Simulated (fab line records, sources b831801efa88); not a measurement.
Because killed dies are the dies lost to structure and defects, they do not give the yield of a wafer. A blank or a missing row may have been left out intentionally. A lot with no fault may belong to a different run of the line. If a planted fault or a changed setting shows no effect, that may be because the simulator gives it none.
fab line records	flow sky130
record lots=5	wafers=15	lastDay=50
route steps=708 shown LDD_N@252 LDD_P@255 LDD_HVN@267 LDD_HVP@278 LDD_LDN@289 PAD_OPEN@708
lots that met no fault: taken from a fault-free run of the same line
startH: start of the lot's first displayed wafer, in hours after the record's first day	waitH: hours from the lot's prior step to this one	" identical to the entry in the row above	L1.1+2: a single row standing in for several wafers	- no value, or no start was given	* or withheld: withheld	< > ~ a bound
route shown NAME@n: names a module that has steps shown in the file, with the first one's number in the route	usual: mean/standard deviation of fault-free wafers	same: alike in all rows	chamber/n: place in a boat	sites: each site's reading	_std_site: standard deviation across them	_edge_site: outer sites' mean less inner sites'	radiusMm: for every site, how far away it sits from the centre of the wafer	mask NAME#n: copy n	behind: the last tool/chamber to shape the wafer	hold: reason for holding the lot/hours on hold/outcome of the hold	device: transistor that didn't switch, given as n, p or np	end of line: tests of these same wafers at the route's end	where a step has no rows: the recipe by itself	killed: dies lost to structure and defects at the first sort, not the wafer's yield	map: dies across one wafer; x = killed, . = not, _ = none there
set.NAME: the run value of the setting; set.NAME@STEP: its run value at that earlier step	model.NAME: the simulator's own value behind a step, which no gauge read
a table for each step, a row for each wafer; lots at some steps of the route
services: the hour from which a tool's chamber was out of use, counted from the record's first day as startH (under 0 if before that day), plus the number of hours and why
## steps
# step SKY_LDD_N_IMPLANT_15
# recipe species=BF2	energyKev=50	doseCm2=5e+12	tiltDeg=30	rotationDeg=270
# step SKY_LDD_N_STRIP_16
# recipe chemistry=O2/N2	powerW=1400	pressureMtorr=1500	platenTempC=withheld	o2FlowSccm=3000	n2FlowSccm=300	overashFraction=0.5
# usual drypumpMotorCurrentA=5.72/0.28	oesProductAu=0.407/0.0043	stripTimeToEndpointS=4.313/0.014
lot.wafer	tool	chamber	startH	waitH	drypumpMotorCurrentA	oesProductAu	rfHoursCounterH	stripTimeToEndpointS
L130.3	plasmaAsher-04	0	400.45	0.1	6.13	0.405	-	4.301
L130.4	"	1	"	"	5.20	0.412	-	4.301
L130.5	"	0	"	"	6.14	0.416	-	4.316
L140.3	plasmaAsher-03	1	493.58	0.1	5.68	0.406	-	4.310
L140.4	"	0	"	"	5.74	0.412	-	4.303
L140.5	"	1	"	"	5.73	0.404	-	4.304
L142.3	plasmaAsher-02	0	508.03	0.1	6.09	0.401	-	4.314
L142.4	"	1	"	"	5.46	0.406	-	4.323
L142.6	"	0	"	"	6.12	0.400	-	4.302
L144.2	plasmaAsher-03	0	530.45	0.1	5.74	0.399	43	4.312
L144.5	"	0	"	"	5.73	0.404	-	4.332
L144.6	"	1	"	"	5.70	0.409	-	4.296
L151.1	plasmaAsher-03	1	586.57	0.1	5.70	0.411	49	4.316
L151.4	"	0	"	"	5.77	0.415	-	4.293
L151.6	"	0	"	"	5.77	0.409	-	4.304
# step SKY_LDD_N_TW_MEAS_17
# usual LDD_N_TW=2596/13
lot.wafer	tool	chamber	startH	waitH	LDD_N_TW
L130.3	filmMetro-02	-	400.54	0.1	2595
L130.4	"	-	"	"	2607
L130.5	"	-	"	"	2603
L140.3	filmMetro-03	-	493.67	0.1	2594
L140.4	"	-	"	"	2588
L140.5	"	-	"	"	2605
L142.3	filmMetro-02	-	508.12	0.1	2597
L142.4	"	-	"	"	2597
L142.6	"	-	"	"	2591
L144.2	filmMetro-03	-	530.56	0.1	2589
L144.5	"	-	"	"	2588
L144.6	"	-	"	"	2597
L151.1	filmMetro-03	-	586.67	0.1	2601
L151.4	"	-	"	"	2581
L151.6	"	-	"	"	2581
# step SKY_LDD_P_DEHYDRATE_00
# recipe tempC=200	timeS=60
# step SKY_LDD_P_HMDS_01
# recipe primeTimeS=60	primeTempC=120
# step SKY_LDD_P_COAT_02
# recipe resist=NOVOLAK	spinRpm=3000	resistThkNm=1140
# step SKY_LDD_P_SOFTBAKE_03
# recipe tempC=90	timeS=60	resist=NOVOLAK
# step SKY_LDD_P_EXPOSE_04
# recipe maskId=PSDM	na=0.6	sourceShape=conventional	sigmaOuter=0.6	polarization=unpolarized	targetCdNm=380	doseMj=138
# step SKY_LDD_P_PEB_05
# recipe tempC=withheld	timeS=*	resist=NOVOLAK
# step SKY_LDD_P_DEVELOP_06
# recipe resist=NOVOLAK	developer=TMAH	developTimeS=60	devTempC=23
# step SKY_LDD_P_CD_MEAS_07
# recipe targetCdNm=380
# usual cdNm=380.2/2.3
lot.wafer	tool	chamber	startH	waitH	cdNm
L130.3	cdSem-01	-	430.21	0.1	379.4
L130.4	"	-	"	"	380.3
L130.5	"	-	"	"	380.0
L140.3	cdSem-02	-	523.56	0.1	379.0
L140.4	"	-	"	"	380.2
L140.5	"	-	"	"	380.1
L142.3	cdSem-02	-	538.10	0.1	381.8
L142.4	"	-	"	"	381.8
L142.6	"	-	"	"	384.8
L144.2	cdSem-01	-	561.08	0.1	380.6
L144.5	"	-	"	"	381.6
L144.6	"	-	"	"	381.0
L151.1	cdSem-02	-	615.17	0.1	378.1
L151.4	"	-	"	"	379.7
L151.6	"	-	"	"	376.7
# step SKY_LDD_P_OVL_MEAS_08
# usual LDD_P_OVL=-0.1/1.4
lot.wafer	tool	chamber	startH	waitH	LDD_P_OVL[nm]
L130.3	overlay-01	-	430.30	0.1	-0.4
L130.4	"	-	"	"	-0.3
L130.5	"	-	"	"	-0.5
L140.3	overlay-01	-	523.65	0.1	1.1
L140.4	"	-	"	"	-0.3
L140.5	"	-	"	"	-0.8
L142.3	overlay-02	-	538.20	0.1	0.1
L142.4	"	-	"	"	-1.3
L142.6	"	-	"	"	-1.1
L144.2	overlay-02	-	561.19	0.1	1.1
L144.5	"	-	"	"	-0.3
L144.6	"	-	"	"	0.3
L151.1	overlay-01	-	615.29	0.1	1.8
L151.4	"	-	"	"	2.9
L151.6	"	-	"	"	2.9
# step SKY_LDD_P_IMPLANT_09
# recipe species=BF2	energyKev=25	doseCm2=1e+13	tiltDeg=withheld
lot.wafer	tool	chamber	startH	waitH
L130.3+4+5	implanter-02	0	430.38	0.1
L140.3+4+5	implanter-04	0	523.72	0.1
L142.3+4+6	implanter-02	0	538.27	0.1
L144.2+5+6	implanter-03	0	561.25	0.0
L151.1+4+6	implanter-02	0	615.32	0.0
# step SKY_LDD_P_STRIP_10
# recipe chemistry=O2/N2	powerW=1400	pressureMtorr=1500	platenTempC=withheld	o2FlowSccm=3000	n2FlowSccm=300	overashFraction=0.5
# usual drypumpMotorCurrentA=5.7/0.55	oesProductAu=0.715/0.0049	stripTimeToEndpointS=14.18/0.039
lot.wafer	tool	chamber	startH	waitH	drypumpMotorCurrentA	oesProductAu	rfHoursCounterH	stripTimeToEndpointS
L130.3	plasmaAsher-01	0	430.51	0.1	6.3	0.723	-	14.23
L130.4	"	1	"	"	5.0	0.715	-	14.19
L130.5	"	0	"	"	6.4	0.716	-	14.23
L140.3	plasmaAsher-01	0	523.86	0.1	6.4	0.714	-	14.20
L140.4	"	1	"	"	4.9	0.721	-	14.21
L140.5	"	0	"	"	6.4	0.720	-	14.23
L142.3	plasmaAsher-01	0	538.40	0.1	6.4	0.720	-	14.13
L142.4	"	1	"	"	5.0	0.720	-	14.21
L142.6	"	0	"	"	6.4	0.706	-	14.19
L144.2	plasmaAsher-04	0	561.37	0.1	6.1	0.721	13	14.23
L144.5	"	1	"	"	5.3	0.721	-	14.21
L144.6	"	0	"	"	6.1	0.721	-	14.17
L151.1	plasmaAsher-01	0	615.47	0.1	6.4	0.717	88	14.12
L151.4	"	1	"	"	5.0	0.722	-	14.15
L151.6	"	1	"	"	5.0	0.720	-	14.15
# step SKY_LDD_P_TW_MEAS_11
# usual LDD_P_TW=641/3.9
lot.wafer	tool	chamber	startH	waitH	LDD_P_TW
L130.3	filmMetro-02	-	430.60	0.1	643
L130.4	"	-	"	"	639
L130.5	"	-	"	"	638
L140.3	filmMetro-04	-	523.94	0.1	652
L140.4	"	-	"	"	649
L140.5	"	-	"	"	655
L142.3	filmMetro-04	-	538.49	0.1	641
L142.4	"	-	"	"	643
L142.6	"	-	"	"	641
L144.2	filmMetro-04	-	561.48	0.1	646
L144.5	"	-	"	"	648
L144.6	"	-	"	"	648
L151.1	filmMetro-01	-	615.57	0.1	638
L151.4	"	-	"	"	637
L151.6	"	-	"	"	639
# step SKY_LDD_HVN_DEHYDRATE_00
# recipe tempC=200	timeS=60
# step SKY_LDD_HVN_HMDS_01
# recipe primeTimeS=60	primeTempC=120
# step SKY_LDD_HVN_COAT_02
# recipe resist=NOVOLAK	spinRpm=3000	resistThkNm=300
# step SKY_LDD_HVN_SOFTBAKE_03
# recipe tempC=90	timeS=60	resist=NOVOLAK
# step SKY_LDD_HVN_EXPOSE_04
# recipe maskId=HVNTM	na=0.6	sourceShape=conventional	sigmaOuter=0.6	polarization=unpolarized	targetCdNm=700	doseMj=127
# step SKY_LDD_HVN_PEB_05
# recipe tempC=withheld	timeS=*	resist=NOVOLAK
# step SKY_LDD_HVN_DEVELOP_06
# recipe resist=NOVOLAK	developer=TMAH	developTimeS=60	devTempC=23
# step SKY_LDD_HVN_OVL_MEAS_07
# usual LDD_HVN_OVL=-0.2/1.5
lot.wafer	tool	chamber	startH	waitH	LDD_HVN_OVL[nm]
L130.3	overlay-01	-	461.44	0.1	1.7
L130.4	"	-	"	"	1.0
L130.5	"	-	"	"	1.2
L140.3	overlay-01	-	553.94	0.1	-1.0
L140.4	"	-	"	"	-0.8
L140.5	"	-	"	"	0.4
L142.3	overlay-01	-	568.66	0.1	-1.9
L142.4	"	-	"	"	-0.5
L142.6	"	-	"	"	0.3
L144.2	overlay-02	-	591.17	0.1	-2.4
L144.5	"	-	"	"	-3.0
L144.6	"	-	"	"	-1.2
L151.1	overlay-02	-	644.46	0.1	-1.3
L151.4	"	-	"	"	-2.0
L151.6	"	-	"	"	-1.8
# step SKY_LDD_HVN_IMPLANT_08
# recipe species=P	energyKev=60	doseCm2=3e+13	tiltDeg=40
# step SKY_LDD_HVN_STRIP_09
# recipe chemistry=O2/N2	powerW=1400	pressureMtorr=1500	platenTempC=withheld	o2FlowSccm=3000	n2FlowSccm=300	overashFraction=0.5
# usual drypumpMotorCurrentA=5.7/0.48	oesProductAu=0.409/0.0045	stripTimeToEndpointS=4.133/0.014
lot.wafer	tool	chamber	startH	waitH	drypumpMotorCurrentA	oesProductAu	rfHoursCounterH	stripTimeToEndpointS
L130.3	plasmaAsher-03	0	461.65	0.1	5.7	0.404	-	4.145
L130.4	"	1	"	"	5.7	0.409	-	4.138
L130.5	"	1	"	"	5.7	0.415	-	4.146
L140.3	plasmaAsher-04	0	554.15	0.1	6.1	0.404	-	4.124
L140.4	"	1	"	"	5.2	0.407	-	4.126
L140.5	"	1	"	"	5.2	0.403	-	4.134
L142.3	plasmaAsher-03	1	568.87	0.1	5.7	0.414	-	4.114
L142.4	"	0	"	"	5.8	0.415	-	4.142
L142.6	"	1	"	"	5.7	0.397	-	4.140
L144.2	plasmaAsher-01	1	591.35	0.1	5.0	0.405	86	4.138
L144.5	"	0	"	"	6.4	0.410	-	4.138
L144.6	"	1	"	"	5.0	0.409	-	4.125
L151.1	plasmaAsher-01	1	644.65	0.1	5.0	0.413	91	4.131
L151.4	"	0	"	"	6.4	0.413	-	4.153
L151.6	"	0	"	"	6.4	0.408	-	4.142
# step SKY_LDD_HVN_TW_MEAS_10
# usual LDD_HVN_TW=1445/10
lot.wafer	tool	chamber	startH	waitH	LDD_HVN_TW
L130.3	filmMetro-03	-	461.74	0.1	1435
L130.4	"	-	"	"	1425
L130.5	"	-	"	"	1435
L140.3	filmMetro-02	-	554.24	0.1	1447
L140.4	"	-	"	"	1451
L140.5	"	-	"	"	1442
L142.3	filmMetro-03	-	568.95	0.1	1430
L142.4	"	-	"	"	1431
L142.6	"	-	"	"	1433
L144.2	filmMetro-02	-	591.46	0.1	1454
L144.5	"	-	"	"	1449
L144.6	"	-	"	"	1450
L151.1	filmMetro-02	-	644.75	0.1	1441
L151.4	"	-	"	"	1456
L151.6	"	-	"	"	1442
# step SKY_LDD_HVP_DEHYDRATE_00
# recipe tempC=200	timeS=60
# step SKY_LDD_HVP_HMDS_01
# recipe primeTimeS=60	primeTempC=120
# step SKY_LDD_HVP_COAT_02
# recipe resist=NOVOLAK	spinRpm=3000	resistThkNm=300
# step SKY_LDD_HVP_SOFTBAKE_03
# recipe tempC=90	timeS=60	resist=NOVOLAK
# step SKY_LDD_HVP_EXPOSE_04
# recipe maskId=HVPTM	na=0.6	sourceShape=conventional	sigmaOuter=0.6	polarization=unpolarized	targetCdNm=700	doseMj=86
# step SKY_LDD_HVP_PEB_05
# recipe tempC=withheld	timeS=*	resist=NOVOLAK
# step SKY_LDD_HVP_DEVELOP_06
# recipe resist=NOVOLAK	developer=TMAH	developTimeS=60	devTempC=23
# step SKY_LDD_HVP_OVL_MEAS_07
# usual LDD_HVP_OVL=-0.9/1.7
lot.wafer	tool	chamber	startH	waitH	LDD_HVP_OVL[nm]
L130.3	overlay-02	-	492.43	0.1	0.4
L130.4	"	-	"	"	1.0
L130.5	"	-	"	"	0.6
L140.3	overlay-01	-	584.66	0.1	1.7
L140.4	"	-	"	"	1.1
L140.5	"	-	"	"	0.2
L142.3	overlay-02	-	597.68	0.1	-2.3
L142.4	"	-	"	"	0.1
L142.6	"	-	"	"	-0.5
L144.2	overlay-01	-	619.90	0.1	-0.6
L144.5	"	-	"	"	-1.0
L144.6	"	-	"	"	-2.8
L151.1	overlay-02	-	672.78	0.1	-3.9
L151.4	"	-	"	"	-1.8
L151.6	"	-	"	"	-3.3
# step SKY_LDD_HVP_IMPLANT_08
# recipe species=B	energyKev=20	doseCm2=1.7e+13	tiltDeg=17.9
# step SKY_LDD_HVP_STRIP_09
# recipe chemistry=O2/N2	powerW=1400	pressureMtorr=1500	platenTempC=withheld	o2FlowSccm=3000	n2FlowSccm=300	overashFraction=0.5
# usual drypumpMotorCurrentA=5.7/0.49	oesProductAu=0.408/0.0048	stripTimeToEndpointS=4.138/0.013
lot.wafer	tool	chamber	startH	waitH	drypumpMotorCurrentA	oesProductAu	rfHoursCounterH	stripTimeToEndpointS
L130.3	plasmaAsher-03	0	492.64	0.1	5.8	0.411	-	4.132
L130.4	"	1	"	"	5.7	0.413	-	4.115
L130.5	"	1	"	"	5.7	0.406	-	4.127
L140.3	plasmaAsher-02	1	584.87	0.1	5.5	0.411	-	4.177
L140.4	"	0	"	"	6.1	0.399	-	4.158
L140.5	"	1	"	"	5.4	0.420	-	4.160
L142.3	plasmaAsher-01	1	597.89	0.1	5.0	0.411	-	4.155
L142.4	"	0	"	"	6.4	0.403	-	4.152
L142.6	"	1	"	"	4.9	0.411	-	4.137
L144.2	plasmaAsher-03	0	620.08	0.1	5.8	0.411	52	4.126
L144.5	"	0	"	"	5.8	0.408	-	4.126
L144.6	"	1	"	"	5.7	0.415	-	4.138
L151.1	plasmaAsher-01	1	672.97	0.1	5.0	0.409	94	4.131
L151.4	"	0	"	"	6.4	0.413	-	4.123
L151.6	"	0	"	"	6.4	0.404	-	4.121
# step SKY_LDD_HVP_TW_MEAS_10
# usual LDD_HVP_TW=459/4
lot.wafer	tool	chamber	startH	waitH	LDD_HVP_TW
L130.3	filmMetro-01	-	492.72	0.1	461
L130.4	"	-	"	"	455
L130.5	"	-	"	"	461
L140.3	filmMetro-03	-	584.95	0.1	457
L140.4	"	-	"	"	457
L140.5	"	-	"	"	459
L142.3	filmMetro-01	-	597.97	0.1	459
L142.4	"	-	"	"	455
L142.6	"	-	"	"	456
L144.2	filmMetro-04	-	620.19	0.1	460
L144.5	"	-	"	"	463
L144.6	"	-	"	"	461
L151.1	filmMetro-04	-	673.07	0.1	461
L151.4	"	-	"	"	460
L151.6	"	-	"	"	462
# step SKY_LDD_LDN_DEHYDRATE_00
# recipe tempC=200	timeS=60
# step SKY_LDD_LDN_HMDS_01
# recipe primeTimeS=60	primeTempC=120
# step SKY_LDD_LDN_COAT_02
# recipe resist=NOVOLAK	spinRpm=3000	resistThkNm=1140
# step SKY_LDD_LDN_SOFTBAKE_03
# recipe tempC=90	timeS=60	resist=NOVOLAK
# step SKY_LDD_LDN_EXPOSE_04
# recipe maskId=LDNTM	na=0.6	sourceShape=conventional	sigmaOuter=0.6	polarization=unpolarized	targetCdNm=700	doseMj=140
# step SKY_PAD_OPEN_PROBE_99
# usual killed_at_M0_to_M3=42/7.4	killed_at_M4_up=3.4/1.8	killedAtContacts=25/5.4	killedAtFrontEnd=15/4.4	killedAtOther=0.2/0.52	killedDies=86/9.3	killedOpen=47/7.6	killedShort=39/6.5
# same grossDies=492	killedAtBackSide=0
lot.wafer	tool	chamber	startH	waitH	killed_at_M0_to_M3	killed_at_M4_up	killedAtContacts	killedAtFrontEnd	killedAtOther	killedDies	killedOpen	killedShort	model.etest.tipP.rsOhmSqRange	model.etest.pfet_01v8.driveUaUmRange	model.etest.pfet_01v8.vtVRange
L130.3	prober-02	-	1076.26	0.2	42	3	31	14	0	90	44	46	202.7	8.915	0.01753
L130.4	prober-02	-	1076.31	0.2	36	3	27	8	1	75	39	36	184.8	8.593	0.01385
L130.5	prober-02	-	1076.36	0.2	39	1	25	16	1	82	44	38	244.1	7.383	0.01519
L140.3	prober-02	-	1138.31	0.2	61	5	19	16	0	101	61	40	172	9.748	0.01877
L140.4	prober-02	-	1138.36	0.2	38	10	24	20	0	92	59	33	154.7	10.83	0.01905
L140.5	prober-02	-	1138.41	0.2	60	5	24	17	0	106	59	47	88.66	6.163	0.01271
L142.3	prober-02	-	1143.70	0.2	29	5	29	17	0	80	39	41	1528	11.03	0.01965
L142.4	prober-02	-	1143.75	0.2	40	3	19	21	0	83	40	43	131.8	5.895	0.006544
L142.6	prober-02	-	1143.85	0.2	37	2	25	14	1	79	38	41	192.9	7.264	0.008868
L144.2	prober-01	-	1160.52	0.1	45	1	26	12	1	85	44	41	148.8	7.707	0.01452
L144.5	prober-01	-	1160.67	0.2	38	6	27	15	0	86	47	39	259.3	7.735	0.01516
L144.6	prober-01	-	1160.72	0.2	39	5	31	22	0	97	43	54	191.2	9.394	0.01442
L151.1	prober-02	-	1191.55	0.1	59	4	30	16	0	109	56	53	268.8	6.112	0.00907
L151.4	prober-02	-	1191.70	0.2	46	2	14	14	0	76	42	34	232.1	5.97	0.01521
L151.6	prober-02	-	1191.80	0.2	42	2	24	13	0	81	53	28	190.1	8.624	0.0111
# killed by level:class
L130.3 CONTACT:geometricParticle:open=12 METAL1:geometricParticle:short=9 LI_CONTACT:geometricParticle:open=9 FIELD_ISO:geometricParticle:short=7 VIA1:geometricParticle:short=6 VIA1:geometricParticle:open=6 VIA2:geometricParticle:open=6 METAL2:geometricParticle:short=5
L130.4 VIA1:geometricParticle:open=12 CONTACT:geometricParticle:open=10 CONTACT:geometricParticle:short=10 METAL2:geometricParticle:short=4 VIA2:geometricParticle:open=4 VIA3:geometricParticle:open=4 POLY_GATE:geometricParticle:short=3 LI_CONTACT:geometricParticle:open=3
L130.5 CONTACT:geometricParticle:open=12 VIA1:geometricParticle:open=8 VIA3:geometricParticle:open=6 VIA2:geometricParticle:open=5 FIELD_ISO:geometricParticle:open=4 CONTACT:geometricParticle:short=4 LOCAL_INTERCONNECT:geometricParticle:short=4 POLY_GATE:geometricParticle:short=4
L140.3 VIA1:geometricParticle:open=16 VIA3:geometricParticle:open=11 VIA2:geometricParticle:open=10 VIA1:geometricParticle:short=6 METAL2:geometricParticle:short=6 LI_CONTACT:geometricParticle:open=5 METAL4:geometricParticle:short=5 POLY_GATE:geometricParticle:open=4
L140.4 CONTACT:geometricParticle:open=11 VIA2:geometricParticle:open=11 VIA1:geometricParticle:open=8 POLY_GATE:geometricParticle:open=7 METAL1:geometricParticle:short=7 LI_CONTACT:geometricParticle:open=6 METAL4:geometricParticle:short=6 VIA3:geometricParticle:open=4
L140.5 VIA2:geometricParticle:open=14 CONTACT:geometricParticle:open=10 LI_CONTACT:geometricParticle:open=9 VIA1:geometricParticle:open=9 VIA3:geometricParticle:open=9 VIA1:geometricParticle:short=7 METAL1:geometricParticle:short=6 FIELD_ISO:geometricParticle:short=5
L142.3 CONTACT:geometricParticle:open=13 VIA2:geometricParticle:open=8 FIELD_ISO:geometricParticle:short=6 POLY_GATE:geometricParticle:short=5 LI_CONTACT:geometricParticle:open=5 CONTACT:geometricParticle:short=5 METAL4:geometricParticle:short=5 VIA3:geometricParticle:short=4
L142.4 CONTACT:geometricParticle:open=10 VIA1:geometricParticle:open=8 VIA3:geometricParticle:open=8 POLY_GATE:geometricParticle:short=7 FIELD_ISO:geometricParticle:short=5 CONTACT:geometricParticle:short=5 VIA2:geometricParticle:open=5 FIELD_ISO:geometricParticle:open=4
L142.6 VIA1:geometricParticle:open=10 LI_CONTACT:geometricParticle:open=8 CONTACT:geometricParticle:open=7 CONTACT:geometricParticle:short=7 VIA3:geometricParticle:short=7 METAL2:geometricParticle:short=6 POLY_GATE:geometricParticle:open=4 POLY_GATE:geometricParticle:short=3
L144.2 VIA1:geometricParticle:open=12 CONTACT:geometricParticle:open=11 METAL1:geometricParticle:short=10 LI_CONTACT:geometricParticle:open=7 VIA1:geometricParticle:short=6 POLY_GATE:geometricParticle:open=5 CONTACT:geometricParticle:short=5 VIA3:geometricParticle:open=4
L144.5 VIA3:geometricParticle:open=11 LI_CONTACT:geometricParticle:open=10 LOCAL_INTERCONNECT:geometricParticle:short=7 METAL2:geometricParticle:short=6 VIA2:geometricParticle:open=6 POLY_GATE:geometricParticle:short=4 LI_CONTACT:geometricParticle:short=4 CONTACT:geometricParticle:open=4
L144.6 METAL2:geometricParticle:short=13 CONTACT:geometricParticle:open=10 FIELD_ISO:geometricParticle:open=6 POLY_GATE:geometricParticle:short=6 LI_CONTACT:geometricParticle:open=6 FIELD_ISO:geometricParticle:short=5 LOCAL_INTERCONNECT:geometricParticle:short=5 CONTACT:geometricParticle:short=5
L151.1 CONTACT:geometricParticle:open=13 VIA1:geometricParticle:open=12 VIA2:geometricParticle:open=11 VIA1:geometricParticle:short=7 METAL2:geometricParticle:short=7 CONTACT:geometricParticle:short=6 METAL3:geometricParticle:short=6 VIA3:geometricParticle:open=6
L151.4 VIA1:geometricParticle:open=12 VIA3:geometricParticle:open=12 LI_CONTACT:geometricParticle:open=5 VIA1:geometricParticle:short=5 POLY_GATE:geometricParticle:open=4 POLY_GATE:geometricParticle:short=4 METAL1:geometricParticle:short=4 VIA2:geometricParticle:open=4
L151.6 VIA1:geometricParticle:open=13 LI_CONTACT:geometricParticle:open=9 METAL1:geometricParticle:short=7 VIA2:geometricParticle:open=7 VIA3:geometricParticle:open=6 CONTACT:geometricParticle:open=5 POLY_GATE:geometricParticle:open=4 LOCAL_INTERCONNECT:geometricParticle:open=4
## services
tool	chamber	startH	hours	kind
implanter-02	-	378.02	13.4	pm
implanter-02	-	400.52	1.9	repair
plasmaAsher-03	-	411.66	0.6	repair
plasmaAsher-04	-	421.25	9.0	pm
implanter-03	-	426.88	0.7	repair
implanter-02	-	447.07	3.8	repair
plasmaAsher-01	-	447.50	4.0	repair
implanter-02	-	459.82	1.6	repair
implanter-04	-	466.22	4.2	repair
implanter-04	-	466.71	3.8	repair
implanter-03	-	493.13	1.9	repair
plasmaAsher-04	-	507.15	6.7	repair
implanter-04	-	508.58	1.4	repair
plasmaAsher-02	-	513.63	28.1	pm
implanter-02	-	558.56	2.8	repair
implanter-04	-	558.72	1.3	repair
implanter-04	-	565.54	2.7	pm
plasmaAsher-02	-	566.97	3.0	repair
implanter-02	-	568.65	3.4	pm
implanter-02	-	591.92	16.2	repair
implanter-03	-	620.47	3.2	pm
implanter-03	-	638.68	1.3	repair
implanter-02	-	643.31	2.1	repair
plasmaAsher-03	-	670.43	5.3	repair
## key
firstSign none at tools or gauges
modelEffect step=SKY_PAD_OPEN_PROBE_99	value=etest.tipP.rsOhmSqRange	without=308.7	struck=1528
metAt SKY_LDD_P_IMPLANT_09
struckWafers L142.3
testerLeftOut L142
onsetBetween 430.38 538.27
fault kind=processParameterDrift	tool=implanter-02	chamber=-	onsetH=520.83	steps=SKY_LDD_P_IMPLANT_09	channel=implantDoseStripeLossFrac	offset=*	shape=step	endH=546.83	scope=struckWafersOnly
# testerLeftOut: of these lots the tester's yield and bins aren't shown, on N5 and GAA mostly nor the transistor test; their killed dies are dies lost to structure and defects alone, not to doping, threshold or leakage, so they don't give the yield
